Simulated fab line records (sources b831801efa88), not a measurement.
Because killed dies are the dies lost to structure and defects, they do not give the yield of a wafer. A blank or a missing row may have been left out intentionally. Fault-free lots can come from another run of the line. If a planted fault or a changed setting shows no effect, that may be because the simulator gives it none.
One fault through the eyes of 2 desks || flow gf180mcu || each desk holds nothing but its own numbers, with what lay behind them at the end

## THE TOOL OWNER'S DESK: furnace-02
The tool's own readings at GF_DUAL_GATE_OXIDATION_02 (stabilise 600 s, purge 300 s, target thk 10.887 nm): means of the sampled wafers that have a number, for each lot that ran on this tool. Marked OUT: a lot whose mean sits more than 4 standard deviations from the usual mean, which makes it out of limits; the brackets give that distance.
Columns: A = spikeTcCentreC at GF_DUAL_GATE_OXIDATION_02, usual 901.4 C; B = spikeTcLowerC at GF_DUAL_GATE_OXIDATION_02, usual 900.5 C; C = spikeTcUpperC at GF_DUAL_GATE_OXIDATION_02, usual 900.6 C; D = tubeCenterTempC at GF_DUAL_GATE_OXIDATION_02, usual 900.00 C; E = tube_center_temp_C_max at GF_DUAL_GATE_OXIDATION_02, usual 902.3; F = zonePowerCentrePct at GF_DUAL_GATE_OXIDATION_02, usual 18.8 %
{"lot": "L680", "first seen here": "day 7 12:29", "A": 901.8, "B": 899.8, "C": 899.7, "D": 899.87, "E": 902.2, "F": 16.6}
{"lot": "L683", "first seen here": "day 8 07:38", "A": 900.9, "B": 900.1, "C": 900.4, "D": 899.97, "E": 902.3, "F": 16.6}
{"lot": "L691", "first seen here": "day 10 18:00", "A": 901.0, "B": 900.1, "C": 899.6, "D": 899.92, "E": 902.3, "F": 16.6}
{"lot": "L693", "first seen here": "day 11 04:52", "A": "896.0 (-5.4) OUT", "B": "895.2 (-6.0) OUT", "C": "894.2 (-4.9) OUT", "D": "894.22 (-61) OUT", "E": "896.5 (-15) OUT", "F": 16.3}
{"lot": "L694", "first seen here": "day 11 10:53", "A": "895.6 (-5.8) OUT", "B": "896.0 (-5.1) OUT", "C": "894.8 (-4.4) OUT", "D": "894.13 (-62) OUT", "E": "896.4 (-15) OUT", "F": 16.3}
Finding of this desk: L693, L694 out of limits; the first was L693 at day 11 04:52, on spikeTcCentreC at GF_DUAL_GATE_OXIDATION_02. L680, L683, L691: within limits.

## THE METROLOGY DESK
What the gauges read for every lot (on any tool): the sampled wafers with a number, averaged. Marked OUT: a lot whose mean sits more than 4 standard deviations from the usual mean, which makes it out of limits; the brackets give that distance.
Columns: A = DUAL_GATE_OXIDATION_00_THK at GF_DUAL_GATE_THK_MEAS_03, usual 10.90 nm
{"lot": "L680", "first seen here": "day 7 13:56", "A": 10.76}
{"lot": "L681", "first seen here": "day 7 22:32", "A": 11.00}
{"lot": "L683", "first seen here": "day 8 09:04", "A": 10.80}
{"lot": "L685", "first seen here": "day 8 22:55", "A": 11.13}
{"lot": "L687", "first seen here": "day 9 18:13", "A": 10.98}
{"lot": "L688", "first seen here": "day 9 22:34", "A": 11.10}
{"lot": "L691", "first seen here": "day 10 19:27", "A": 10.42}
{"lot": "L693", "first seen here": "day 11 06:19", "A": 10.07}
{"lot": "L694", "first seen here": "day 11 12:21", "A": "9.96 (-4.3) OUT"}
{"lot": "L702", "first seen here": "day 13 17:43", "A": 11.01}
{"lot": "L703", "first seen here": "day 14 06:08", "A": 11.01}
This desk reports L694 out of limits; the earliest was L694 at day 11 12:21 (DUAL_GATE_OXIDATION_00_THK at GF_DUAL_GATE_THK_MEAS_03). L680, L681, L683, L685, L687, L688, L691, L693, L702, L703: within limits.

## TAKEN TOGETHER
The tool owner's desk had the chance to raise an alarm at day 11 04:52 on L693, L694.
An alarm was possible from the metrology desk at day 11 12:21, on L694.
The metrology desk holds a record of L693, inside its limits.
All the named lots went through GF_DUAL_GATE_OXIDATION_02 on furnace-02.

## WHAT THE SIMULATOR HAD PUT IN
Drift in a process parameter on furnace-02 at GF_DUAL_GATE_OXIDATION_02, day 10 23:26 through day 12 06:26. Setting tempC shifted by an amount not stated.
Struck lots among those shown: L693, L694.
Fault start to first reading out of limits, in hours, per desk: tool owner, 5; metrology, 13.
